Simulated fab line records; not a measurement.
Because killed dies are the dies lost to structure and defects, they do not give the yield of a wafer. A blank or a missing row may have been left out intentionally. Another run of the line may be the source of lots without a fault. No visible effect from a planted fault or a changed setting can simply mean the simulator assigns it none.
A single fault, viewed from 2 desks / flow gf180mcu / each desk holds nothing but its own numbers, with what lay behind them at the end

== AT THE METROLOGY DESK ==
What the gauges read for every lot (on any tool): the sampled wafers with a number, averaged. A lot is out of limits, marked OUT, if its mean lies more than 4 standard deviations from the usual mean; the brackets give that distance.
Columns: A = TOP_METAL_ALCU_THK at GF_TOP_METAL_THK_MEAS_06, usual 884 nm; B = cd nm at GF_TOP_METAL_CD_MEAS_14, usual 439.6 nm
lot=L773; first seen here=day 26 21:54; A=891; B=442.6
lot=L774; first seen here=day 27 08:58; A=870; B=446.5
lot=L775; first seen here=day 27 17:28; A=878; B=440.6
lot=L776; first seen here=day 28 01:53; A=891; B=442.5
lot=L777; first seen here=day 28 06:17; A=885; B=436.8
lot=L778; first seen here=day 28 14:19; A=879; B=438.3
lot=L783; first seen here=day 31 00:52; A=879; B=439.3
lot=L785; first seen here=day 31 05:00; A=889; B=438.1
lot=L784; first seen here=day 31 06:24; A=871; B=439.2
lot=L790; first seen here=day 32 10:53; A=884; B=437.8
lot=L792; first seen here=day 32 16:43; A=872; B=439.3
lot=L794; first seen here=day 33 02:31; A=903; B=441.0
lot=L795; first seen here=day 33 08:19; A=883; B=435.1
lot=L796; first seen here=day 33 15:33; A=885; B=438.4
Finding of this desk: none of the 14 lots has anything out of limits.

== FOR THE TOOL OWNER'S DESK: cmp-01 ==
The tool's own readings at GF_CONTACT_CMP_04 (polishes SiO2): means of the sampled wafers that have a number, for each lot that ran on this tool. A lot is out of limits, marked OUT, if its mean lies more than 4 standard deviations from the usual mean; the brackets give that distance.
Columns: A = head pressure psi at GF_CONTACT_CMP_04, usual 4.000 psi; B = motor current A at GF_CONTACT_CMP_04, usual 13.1 A; C = retaining ring pressure frac at GF_CONTACT_CMP_04, usual 0.999; D = time to endpoint s at GF_CONTACT_CMP_04, usual 112 s
lot=L773; first seen here=day 14 21:30; A=3.996; B=13.5; C=0.996; D=113
lot=L776; first seen here=day 16 00:53; A=4.001; B=13.0; C=1.001; D=114
lot=L777; first seen here=day 16 09:35; A=3.996; B=12.9; C=0.999; D=117
lot=L783; first seen here=day 19 16:50; A=3.999; B=14.1; C=0.996; D=118
lot=L784; first seen here=day 20 01:41; A=3.998; B=12.1; C=0.998; D=122
lot=L794; first seen here=day 22 12:53; A=4.004; B=11.9; C=1.005; D=118
lot=L795; first seen here=day 22 19:56; A=3.993; B=13.3; C=1.004; D=108
Finding of this desk: none of the 7 lots has anything out of limits.

== ALL TOGETHER ==
At the metrology desk, nothing out of limits was observed.
The tool owner's desk saw nothing out of limits.

== WHAT THE SIMULATOR PUT IN ==
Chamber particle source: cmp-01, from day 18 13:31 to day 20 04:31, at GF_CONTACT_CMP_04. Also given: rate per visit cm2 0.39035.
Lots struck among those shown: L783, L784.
